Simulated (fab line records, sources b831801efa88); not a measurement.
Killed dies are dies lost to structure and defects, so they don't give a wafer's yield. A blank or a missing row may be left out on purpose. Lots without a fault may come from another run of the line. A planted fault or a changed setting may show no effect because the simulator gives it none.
fab line records | flow sky130
record lots=6 wafers=18 last_day=50
route steps=708 shown NWELL@82 PWDE@84 VT_ADJUST_HVTP@85 PAD_OPEN@708
lots that met no fault: from a run of the same line without faults
start_h: hours from the record's first day to the start of the lot's first wafer shown | wait_h: hours since the lot's step before | " the same as in the row above | L1.1+2: a row that stands for several wafers | - no value, or no start given | * or withheld: withheld | < > ~ a bound
route shown NAME@n: a module of which the file shows steps, and the number in the route of the first | usual: mean/standard deviation of fault-free wafers | same: alike in all rows | chamber/n: place in a boat | sites: the reading at each site | _std_site: their standard deviation | _edge_site: outer sites' mean less inner sites' | radius_mm: how far each site lies from the wafer's centre | mask NAME#n: copy n | behind: the tool/chamber that last shaped the wafer | hold: why the lot was held/for how many hours/how that ended | device: the transistor (n, p or np) that didn't switch | end of line: the same wafers' tests at the end of the route | a step without rows: its recipe alone | killed: dies lost to structure and defects at the first sort, not the wafer's yield | map: a wafer's dies, x killed, . not, _ none there
set.NAME: the setting as run; set.NAME@STEP: as run at that earlier step | model.NAME: the simulator's own value behind a step, which no gauge read
lots at some steps of the route; a table a step, a row a wafer
services: from which hour (start_h, from the record's first day; less than 0 if before it) a tool's chamber was out of use, for how many hours, and why
## steps
# step SKY_NWELL_RS_MEAS_29
# recipe thk_meas_gauge=four-point-probe
# usual NWELL_RS=624.4/1.5
# columns lot.wafer tool chamber start_h wait_h NWELL_RS[ohm/sq]
L943.2 film_metro-03 - 113.44 0.1 626.2
L943.4 " - " " 626.3
L943.5 " - " " 624.1
L944.3 film_metro-01 - 120.38 0.1 624.7
L944.5 " - " " 624.7
L944.6 " - " " 625.6
L953.1 film_metro-03 - 183.12 0.1 622.6
L953.2 " - " " 623.9
L953.5 " - " " 625.1
L959.2 film_metro-02 - 212.14 0.1 622.1
L959.4 " - " " 623.5
L959.6 " - " " 620.6
L960.3 film_metro-01 - 219.14 0.1 623.7
L960.4 " - " " 626.0
L960.5 " - " " 625.9
L964.1 film_metro-03 - 241.69 0.1 624.3
L964.2 " - " " 624.1
L964.3 " - " " 625.0
# step SKY_NWELL_RS_MEAS_31
# recipe thk_meas_gauge=four-point-probe
# usual PWDE_RS=5271/18
# columns lot.wafer tool chamber start_h wait_h PWDE_RS[ohm/sq]
L943.2 film_metro-03 - 113.68 0.1 5285
L943.4 " - " " 5289
L943.5 " - " " 5285
L944.3 film_metro-01 - 120.62 0.1 5306
L944.5 " - " " 5300
L944.6 " - " " 5278
L953.1 film_metro-03 - 183.36 0.1 5278
L953.2 " - " " 5258
L953.5 " - " " 5284
L959.2 film_metro-02 - 212.38 0.1 5277
L959.4 " - " " 5255
L959.6 " - " " 5281
L960.3 film_metro-01 - 219.38 0.1 5264
L960.4 " - " " 5267
L960.5 " - " " 5256
L964.1 film_metro-03 - 241.93 0.1 5252
L964.2 " - " " 5247
L964.3 " - " " 5244
# step SKY_VT_ADJUST_HVTP_DEHYDRATE_00
# recipe temp_c=200 time_s=60
# step SKY_VT_ADJUST_HVTP_HMDS_01
# recipe prime_time_s=60 prime_temp_c=120
# step SKY_VT_ADJUST_HVTP_COAT_02
# recipe resist=NOVOLAK spin_rpm=3000 resist_thk_nm=1140
# step SKY_VT_ADJUST_HVTP_SOFTBAKE_03
# recipe temp_c=90 time_s=60 resist=NOVOLAK
# step SKY_VT_ADJUST_HVTP_EXPOSE_04
# recipe mask_id=HVTPM na=0.6 source_shape=conventional sigma_outer=0.6 polarization=unpolarized target_cd_nm=380 dose_mj=140
# step SKY_VT_ADJUST_HVTP_PEB_05
# recipe temp_c=withheld time_s=* resist=NOVOLAK
# step SKY_VT_ADJUST_HVTP_DEVELOP_06
# recipe resist=NOVOLAK developer=TMAH develop_time_s=60 dev_temp_c=23
# step SKY_VT_ADJUST_HVTP_CD_MEAS_07
# recipe target_cd_nm=380
# usual cd_nm=379.8/2.1
# columns lot.wafer tool chamber start_h wait_h cd_nm
L943.2 cd_sem-01 - 132.64 0.1 378.4
L943.4 " - " " 379.5
L943.5 " - " " 381.5
L944.3 cd_sem-01 - 140.04 0.1 381.9
L944.5 " - " " 381.1
L944.6 " - " " 383.9
L953.1 cd_sem-02 - 204.57 0.1 380.1
L953.2 " - " " 380.2
L953.5 " - " " 379.2
L959.2 cd_sem-02 - 234.54 0.1 381.5
L959.4 " - " " 377.5
L959.6 " - " " 380.5
L960.3 cd_sem-01 - 242.21 0.1 380.8
L960.4 " - " " 381.8
L960.5 " - " " 378.8
L964.1 cd_sem-02 - 266.20 0.1 382.6
L964.2 " - " " 382.1
L964.3 " - " " 379.8
# step SKY_VT_ADJUST_HVTP_OVL_MEAS_08
# usual VT_ADJUST_HVTP_OVL=-0.1/1.5
# columns lot.wafer tool chamber start_h wait_h VT_ADJUST_HVTP_OVL[nm]
L943.2 overlay-02 - 132.75 0.1 1.3
L943.4 " - " " -1.2
L943.5 " - " " 0.8
L944.3 overlay-02 - 140.13 0.1 -2.1
L944.5 " - " " -2.5
L944.6 " - " " 1.0
L953.1 overlay-02 - 204.69 0.1 0.9
L953.2 " - " " 2.6
L953.5 " - " " 0.3
L959.2 overlay-02 - 234.65 0.1 -1.2
L959.4 " - " " -0.3
L959.6 " - " " -2.2
L960.3 overlay-01 - 242.30 0.1 1.0
L960.4 " - " " 1.5
L960.5 " - " " 0.4
L964.1 overlay-02 - 266.32 0.1 0.8
L964.2 " - " " 0.6
L964.3 " - " " 0.1
# step SKY_VT_ADJUST_HVTP_IMPLANT_09
# recipe species=As energy_kev=150 dose_cm2=4.3e+12 tilt_deg=withheld
# usual beam_energy_keV=149.99/0.051
# columns lot.wafer tool chamber start_h wait_h beam_energy_keV model.implant.rp_nm model.implant.drp_nm
L943.2 implanter-04 0 132.80 0.0 150.04 83.83 33.4
L943.4 " 0 " " 150.09 83.83 33.4
L943.5 " 0 " " 150.05 83.83 33.4
L944.3 implanter-01 0 140.21 0.1 150.03 82.71 33.4
L944.5 " 0 " " 149.93 82.71 33.4
L944.6 " 0 " " 149.98 82.71 33.4
L953.1 implanter-01 0 204.73 0.0 160.04 91.09 35.25
L953.2 " 0 " " 159.95 91.09 35.25
L953.5 " 0 " " 159.99 91.09 35.25
L959.2 implanter-01 0 234.70 0.0 159.98 90.64 35.25
L959.4 " 0 " " 159.96 90.64 35.25
L959.6 " 0 " " 159.94 90.64 35.25
L960.3 implanter-04 0 242.38 0.1 149.95 80.87 33.4
L960.4 " 0 " " 150.00 80.87 33.4
L960.5 " 0 " " 149.98 80.87 33.4
L964.1 implanter-04 0 266.36 0.0 149.99 83.92 33.4
L964.2 " 0 " " 150.03 83.92 33.4
L964.3 " 0 " " 150.07 83.92 33.4
# step SKY_VT_ADJUST_HVTP_STRIP_10
# recipe chemistry=O2/N2 power_w=1400 pressure_mtorr=1500 platen_temp_c=withheld o2_flow_sccm=3000 n2_flow_sccm=300 overash_fraction=0.5
# usual drypump_motor_current_A=5.6/0.49 oes_product_au=0.716/0.0046 strip_time_to_endpoint_s=14.17/0.035
# columns lot.wafer tool chamber start_h wait_h drypump_motor_current_A oes_product_au rf_hours_counter_h strip_time_to_endpoint_s
L943.2 plasma_asher-01 0 132.93 0.1 6.0 0.712 1 14.15
L943.4 " 1 " " 5.5 0.710 - 14.17
L943.5 " 1 " " 5.5 0.716 - 14.15
L944.3 plasma_asher-01 0 140.34 0.1 6.0 0.718 - 14.16
L944.5 " 1 " " 5.5 0.720 - 14.16
L944.6 " 0 " " 6.0 0.714 - 14.15
L953.1 plasma_asher-01 1 204.88 0.1 5.4 0.709 9 14.06
L953.2 " 0 " " 5.9 0.719 9 14.08
L953.5 " 1 " " 5.4 0.715 - 14.11
L959.2 plasma_asher-01 1 234.83 0.1 5.5 0.719 12 14.22
L959.4 " 1 " " 5.5 0.717 - 14.16
L959.6 " 1 " " 5.5 0.716 - 14.16
L960.3 plasma_asher-04 0 242.51 0.1 6.1 0.715 - 14.20
L960.4 " 1 " " 4.9 0.703 - 14.18
L960.5 " 1 " " 4.9 0.716 - 14.18
L964.1 plasma_asher-04 1 266.51 0.1 4.9 0.717 46 14.18
L964.2 " 0 " " 6.1 0.704 46 14.17
L964.3 " 1 " " 4.9 0.729 - 14.20
# step SKY_PAD_OPEN_PROBE_99
# usual killed_at_M0_to_M3=46/6.7 killed_at_M4_up=3.3/2 killed_at_contacts=24/5.4 killed_at_front_end=15/4.3 killed_at_other=0.4/0.64 killed_dies=89/9.1 killed_open=48/7.2 killed_short=40/6.3
# same gross_dies=492 killed_at_back_side=0
# columns lot.wafer tool chamber start_h wait_h killed_at_M0_to_M3 killed_at_M4_up killed_at_contacts killed_at_front_end killed_at_other killed_dies killed_open killed_short model.etest.tip_p.rs_ohm_sq model.etest.pfet_01v8.r_on_ohm_um model.etest.pfet_01v8.drive_ua_um model.etest.pfet_01v8_mvt.drive_ua_um model.etest.pfet_01v8_hvt.drive_ua_um model.etest.pfet_01v8_mvt.off_log10_a_um model.etest.pfet_01v8.off_log10_a_um model.etest.sram_pfet_latch.off_log10_a_um
L943.2 prober-02 - 1093.21 0.1 42 5 27 15 0 89 51 37 6877 2843 196.8 154.8 147 -10.48 -9.434 -12.26
L943.4 prober-02 - 1093.31 0.2 50 0 29 16 2 97 48 46 6833 2980 186.4 149.5 139.6 -10.7 -9.934 -12.96
L943.5 prober-02 - 1093.36 0.2 55 4 28 16 1 104 39 65 6892 2903 189.1 150.1 139.9 -10.74 -9.905 -12.94
L944.3 prober-01 - 1100.14 0.2 37 6 21 13 2 79 42 34 6883 2907 191.8 150.5 141.5 -10.67 -9.731 -13
L944.5 prober-01 - 1100.24 0.2 39 3 29 19 1 91 49 41 6877 2944 185.8 147.6 139.4 -10.97 -10.13 -12.93
L944.6 prober-01 - 1100.29 0.2 38 1 18 21 0 78 43 34 6905 2907 191.4 149.9 141.7 -10.77 -9.591 -12.83
L953.1 prober-01 - 1160.09 0.1 41 2 23 18 0 84 37 47 6498 2816 201.7 162.8 149.6 -9.164 -8.733 -12.35
L953.2 prober-01 - 1160.14 0.1 45 8 23 21 0 97 45 51 6504 2760 205.2 166.4 155.1 -9.207 -8.693 -12.08
L953.5 prober-01 - 1160.29 0.2 43 3 22 10 0 78 43 35 6534 2832 197.9 161.1 147.5 -9.103 -8.944 -12.14
L959.2 prober-02 - 1184.29 0.1 53 2 25 22 0 102 56 46 6601 2766 205.6 162.4 153.1 -9.529 -8.606 -12.17
L959.4 prober-02 - 1184.39 0.2 60 4 22 10 0 96 56 40 6576 2841 198.7 158.3 148.3 -9.431 -8.927 -12.24
L959.6 prober-02 - 1184.49 0.2 58 2 24 10 1 95 58 36 6651 2736 208.1 163.2 155.4 -9.413 -8.579 -11.86
L960.3 prober-01 - 1188.89 0.2 43 0 25 11 0 79 45 34 6974 2900 191.2 149.4 141.7 -11.27 -9.965 -13.06
L960.4 prober-01 - 1188.94 0.2 51 4 24 16 0 95 43 52 6959 2989 184.6 145.8 135.5 -11.13 -10.58 -13
L960.5 prober-01 - 1188.99 0.2 47 4 22 16 0 89 51 37 6999 2970 187.1 146.8 140.1 -11.08 -10.06 -13.06
L964.1 prober-01 - 1209.31 0.1 43 3 21 19 1 87 36 51 6883 2906 192.1 151.4 143.2 -10.93 -9.908 -13.06
L964.2 prober-01 - 1209.36 0.1 46 2 23 15 0 86 48 38 6831 2830 196.7 155.2 147.4 -10.74 -9.861 -12.82
L964.3 prober-01 - 1209.41 0.2 47 4 22 22 0 95 49 46 6825 2922 191.3 149.9 142.4 -10.89 -10.21 -12.83
# killed by level:class
L943.2 VIA1:geometric_particle:open=13 CONTACT:geometric_particle:open=11 VIA2:geometric_particle:open=7 FIELD_ISO:geometric_particle:open=5 LI_CONTACT:geometric_particle:open=5 CONTACT:geometric_particle:short=5 VIA1:geometric_particle:short=5 METAL4:geometric_particle:short=5
L943.4 CONTACT:geometric_particle:open=14 VIA1:geometric_particle:open=8 VIA3:geometric_particle:open=8 FIELD_ISO:geometric_particle:short=6 METAL2:geometric_particle:short=6 METAL1:geometric_particle:short=6 VIA1:geometric_particle:short=6 VIA2:geometric_particle:short=5
L943.5 METAL2:geometric_particle:short=12 VIA1:geometric_particle:open=9 CONTACT:geometric_particle:short=9 VIA3:geometric_particle:short=7 VIA3:geometric_particle:open=7 CONTACT:geometric_particle:open=6 METAL3:geometric_particle:short=6 FIELD_ISO:geometric_particle:short=5
L944.3 FIELD_ISO:geometric_particle:open=7 LI_CONTACT:geometric_particle:open=7 VIA1:geometric_particle:open=7 VIA3:geometric_particle:open=7 CONTACT:geometric_particle:open=6 VIA1:geometric_particle:short=5 METAL4:geometric_particle:short=5 CONTACT:geometric_particle:short=4
L944.5 VIA1:geometric_particle:open=10 LOCAL_INTERCONNECT:geometric_particle:short=8 LI_CONTACT:geometric_particle:open=7 CONTACT:geometric_particle:open=7 FIELD_ISO:geometric_particle:open=6 VIA2:geometric_particle:short=6 VIA2:geometric_particle:open=6 POLY_GATE:geometric_particle:open=5
L944.6 POLY_GATE:geometric_particle:open=11 METAL2:geometric_particle:short=10 CONTACT:geometric_particle:open=9 VIA3:geometric_particle:open=6 VIA1:geometric_particle:open=5 VIA2:geometric_particle:open=5 METAL3:geometric_particle:short=5 FIELD_ISO:geometric_particle:open=4
L953.1 VIA1:geometric_particle:open=11 POLY_GATE:geometric_particle:short=9 METAL2:geometric_particle:short=9 CONTACT:geometric_particle:open=8 VIA1:geometric_particle:short=7 LI_CONTACT:geometric_particle:open=6 CONTACT:geometric_particle:short=5 FIELD_ISO:geometric_particle:short=4
L953.2 CONTACT:geometric_particle:open=9 VIA1:geometric_particle:open=9 METAL1:geometric_particle:short=8 VIA3:geometric_particle:open=7 VIA1:geometric_particle:short=5 POLY_GATE:geometric_particle:open=4 POLY_CUT:geometric_particle:short=4 LOCAL_INTERCONNECT:geometric_particle:short=4
L953.5 VIA3:geometric_particle:open=11 METAL2:geometric_particle:short=8 CONTACT:geometric_particle:open=8 LOCAL_INTERCONNECT:geometric_particle:short=7 VIA2:geometric_particle:open=7 LI_CONTACT:geometric_particle:open=5 VIA1:geometric_particle:short=4 POLY_GATE:geometric_particle:short=3
L959.2 VIA1:geometric_particle:open=10 FIELD_ISO:geometric_particle:open=9 VIA2:geometric_particle:open=9 METAL1:geometric_particle:short=9 LI_CONTACT:geometric_particle:open=7 VIA1:geometric_particle:short=7 LI_CONTACT:geometric_particle:short=6 POLY_GATE:geometric_particle:open=5
L959.4 VIA1:geometric_particle:open=16 CONTACT:geometric_particle:open=10 VIA2:geometric_particle:open=10 CONTACT:geometric_particle:short=7 VIA3:geometric_particle:open=7 METAL1:geometric_particle:short=7 LI_CONTACT:geometric_particle:open=5 METAL2:geometric_particle:short=5
L959.6 VIA2:geometric_particle:open=11 VIA1:geometric_particle:open=10 METAL1:geometric_particle:short=8 LI_CONTACT:geometric_particle:open=7 CONTACT:geometric_particle:open=6 VIA3:geometric_particle:open=5 POLY_GATE:geometric_particle:short=4 LOCAL_INTERCONNECT:geometric_particle:open=4
L960.3 VIA1:geometric_particle:open=12 LI_CONTACT:geometric_particle:open=9 CONTACT:geometric_particle:open=7 VIA1:geometric_particle:short=7 VIA3:geometric_particle:open=7 METAL1:geometric_particle:short=5 FIELD_ISO:geometric_particle:short=4 VIA2:geometric_particle:short=4
L960.4 VIA1:geometric_particle:open=12 CONTACT:geometric_particle:open=9 VIA2:geometric_particle:short=7 FIELD_ISO:geometric_particle:short=6 LOCAL_INTERCONNECT:geometric_particle:short=6 METAL2:geometric_particle:short=6 VIA2:geometric_particle:open=6 VIA1:geometric_particle:short=6
L960.5 VIA1:geometric_particle:open=12 VIA2:geometric_particle:open=9 CONTACT:geometric_particle:open=8 LOCAL_INTERCONNECT:geometric_particle:short=6 METAL2:geometric_particle:short=5 LI_CONTACT:geometric_particle:open=4 VIA1:geometric_particle:short=4 METAL3:geometric_particle:short=4
L964.1 VIA1:geometric_particle:open=8 CONTACT:geometric_particle:short=6 METAL3:geometric_particle:short=6 POLY_GATE:geometric_particle:open=5 POLY_GATE:geometric_particle:short=5 LI_CONTACT:geometric_particle:short=5 VIA2:geometric_particle:open=5 METAL1:geometric_particle:open=5
L964.2 VIA1:geometric_particle:open=13 CONTACT:geometric_particle:open=10 VIA2:geometric_particle:open=9 METAL1:geometric_particle:short=6 FIELD_ISO:geometric_particle:open=5 POLY_GATE:geometric_particle:open=4 CONTACT:geometric_particle:short=4 VIA2:geometric_particle:short=4
L964.3 METAL2:geometric_particle:short=10 VIA1:geometric_particle:open=8 VIA3:geometric_particle:open=7 POLY_GATE:geometric_particle:open=7 LI_CONTACT:geometric_particle:open=7 VIA1:geometric_particle:short=7 CONTACT:geometric_particle:open=6 SPACER:geometric_particle:short=5
## services
# columns tool chamber start_h hours kind
plasma_asher-01 0 117.75 - clean
plasma_asher-01 1 117.75 - clean
implanter-01 - 145.76 8.0 pm
implanter-04 - 176.91 0.6 repair
plasma_asher-04 - 177.59 1.6 repair
implanter-04 - 188.94 11.1 repair
plasma_asher-01 - 205.00 3.7 repair
implanter-04 - 236.28 3.2 pm
## key
first_sign step=SKY_VT_ADJUST_HVTP_IMPLANT_09 reading=beam_energy_keV direction=up sigmas=99+ usual=* struck=*
effect none on later readings
model_effect step=SKY_VT_ADJUST_HVTP_IMPLANT_09 value=implant.rp_nm without=85.49 struck=90.87
model_effect step=SKY_PAD_OPEN_PROBE_99 value=etest.tip_p.rs_ohm_sq without=6768 struck=6561
met_at SKY_VT_ADJUST_HVTP_IMPLANT_09
struck_wafers L953.1,L953.2,L953.5,L959.2,L959.4,L959.6
tester_left_out L953,L959
onset_between 140.21 204.73
fault kind=process_parameter_drift tool=implanter-01 chamber=- onset_h=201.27 steps=SKY_VT_ADJUST_HVTP_IMPLANT_09 channel=energy_kev offset=* shape=step end_h=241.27 acts_in=* stated=*
# tester_left_out: of these lots the tester's yield and bins aren't shown, on N5 and GAA mostly nor the transistor test; their killed dies are dies lost to structure and defects alone, not to doping, threshold or leakage, so they don't give the yield
